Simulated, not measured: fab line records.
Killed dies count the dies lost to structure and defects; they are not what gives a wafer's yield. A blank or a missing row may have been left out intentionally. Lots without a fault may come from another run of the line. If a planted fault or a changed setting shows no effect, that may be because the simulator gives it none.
Comparing a struck lot with a sound one | flow sky130 | 35 steps out of a route of 708
Sound: the wafers L200.2, L200.3, L200.4. The struck wafers were L214.2, L214.5, L214.6. At the end, the cause is stated.
At each step with rows: each side's tool, then ch and its chambers, then its first start. Under that, the readings that differ: sound wafers | struck wafers | difference of the means | sigmas: that difference in standard deviations of wafers without a fault.
alike: readings whose means differ by less than 2 such deviations, and words and numbers that are the same on both sides. not compared: withheld readings, readings that some wafer has no value for, bounds like >300 that may hide the same value, and numbers for which the record gives no deviation and whose values overlap.
Wherever a step has rows on one side only, a row that says differs or no value, or a row with sigmas, the two part there. Numbers that don't overlap but have no deviation are shown without sigmas and don't part them. A reading that every wafer of one side lacks parts them only if that side has two wafers or more.

first, 10 steps without rows for these wafers: SKY_CONTACT_ETCH_18 (etches Si3N4 in CHF3/O2, stops on TiN, time 39 s, target depth 75 nm); SKY_CONTACT_STRIP_19 (strips in O2/N2); SKY_CONTACT_STRIP_20 (strips in post etch residue remover, time 1200 s); SKY_CONTACT_CLEAN_21 (cleans in IPA, time 180 s); SKY_CONTACT_CLEAN_22 (cleans in O3/DIW); SKY_CONTACT_SPUTTER_23 (material TiN, target thk 20 nm, time 80 s); SKY_CONTACT_CVD_24 (deposits W, target thk 340 nm, time 102.12 s); SKY_CONTACT_CMP_27 (polishes, stops on SiO2, t overpolish 15 s, target thk 0 nm); SKY_METAL1_SPUTTER_00 (material Ti, target thk 15 nm, time 10 s); SKY_METAL1_SPUTTER_01 (material TiN, target thk 20 nm, time 16.7 s).
SKY_METAL1_SPUTTER_02: material AlCu, target thk 250 nm, time 13.3 s.
  sound on pvdSputter-03, day 33 20:32; struck on pvdSputter-03, day 37 11:37
  alike: throttleValvePct
then, 23 steps without rows for these wafers: SKY_METAL1_SPUTTER_03 (material Ti, target thk 5 nm, time 3.3 s); SKY_METAL1_SPUTTER_04 (material TiN, target thk 70 nm, time 58.3 s); SKY_METAL1_DEHYDRATE_07 (time 60 s); SKY_METAL1_HMDS_08 (prime time 60 s); SKY_METAL1_COAT_09 (resist thk 60 nm); SKY_METAL1_COAT_10 (resist thk 450 nm); SKY_METAL1_SOFTBAKE_11 (time 90 s); SKY_METAL1_EXPOSE_12 (exposes mask MM1, target cd 140 nm); SKY_METAL1_PEB_13; SKY_METAL1_DEVELOP_14 (develop time 60 s); SKY_METAL1_DESCUM_17 (chemistry O2, time 8 s); SKY_METAL1_ETCH_18 (etches BARC in N2/H2, stops on SiO2, time 45.9 s, target depth 60 nm); SKY_METAL1_METAL_ETCH_19 (etches the open film in Cl2/BCl3, stops on SiO2, target depth 360 nm, time 78 s); SKY_METAL1_STRIP_20 (strips in O2/N2); SKY_METAL1_STRIP_21 (strips in post etch residue remover, time 1200 s); SKY_METAL1_CLEAN_22 (cleans in IPA, time 180 s); SKY_METAL1_CLEAN_23 (cleans in O3/DIW); SKY_VIA1_HDPCVD_00 (deposits SiO2, target thk 1030 nm, time 171.7 s); SKY_VIA1_CMP_02 (polishes SiO2); SKY_VIA1_DEHYDRATE_04 (time 60 s); SKY_VIA1_HMDS_05 (prime time 60 s); SKY_VIA1_COAT_06 (resist thk 60 nm); SKY_VIA1_COAT_07 (resist thk 450 nm).
-- the record jumps here: 13 days lie between the struck wafers' starts before and after (it left off in module VIA1 and takes up again in module PAD_OPEN, whose first step shown is number 708 of the route) --
SKY_PAD_OPEN_PROBE_99:
  sound on prober-02, day 47 13:26; struck on prober-01, day 50 02:45
reading                               | sound             | struck                                                                  | difference                   | sigmas
hold                                  | - - -             | awaitDispo/6.6h/release awaitDispo/6.6h/release awaitDispo/6.6h/release | no value on the sound wafers | 
defectLimitedYield (%)                | 79.1 80.3 81.5    | 75.2 71.1 78.0                                                          | -5.5                         | -3
killed_at_M0_to_M3                    | 46 52 48          | 82 90 80                                                                | +35                          | +5
killedDies                            | 103 97 91         | 122 142 108                                                             | +27                          | +3
sort_bin_3_pad_short (%)              | 0.8 0.6 1.2       | 2.0 2.2 2.2                                                             | +1.3                         | +3
sort_bin_5_function (%)               | 11.0 10.4 11.0    | 13.6 18.1 12.4                                                          | +3.9                         | +3
sortNPass                             | 389 395 401       | 370 350 384                                                             | -27                          | -3
sortYieldPct (%)                      | 79.1 80.3 81.5    | 75.2 71.1 78.0                                                          | -5.5                         | -3
model.etest.tester.sortNPass          | 389 395 401       | 370 350 384                                                             | -27                          | 
model.etest.tester.sortYieldPct (%)   | 79.06 80.28 81.5  | 75.2 71.14 78.05                                                        | -5.5                         | 
model.etest.tester.sort_bin_5_pct (%) | 10.98 10.37 10.98 | 13.62 18.09 12.4                                                        | +3.93                        | 
model.etest.tester.sort_bin_3_pct (%) | 0.813 0.6098 1.22 | 2.033 2.236 2.236                                                       | +1.287                       | 
  alike: killed_at_M4_up, killedAtContacts, killedAtFrontEnd, killedAtOther, killedOpen, killedShort, sort_bin_6_memory

== WHERE THEY PART ==
SKY_PAD_OPEN_PROBE_99 only, going by this record.

WHY: what had been put in by the simulator
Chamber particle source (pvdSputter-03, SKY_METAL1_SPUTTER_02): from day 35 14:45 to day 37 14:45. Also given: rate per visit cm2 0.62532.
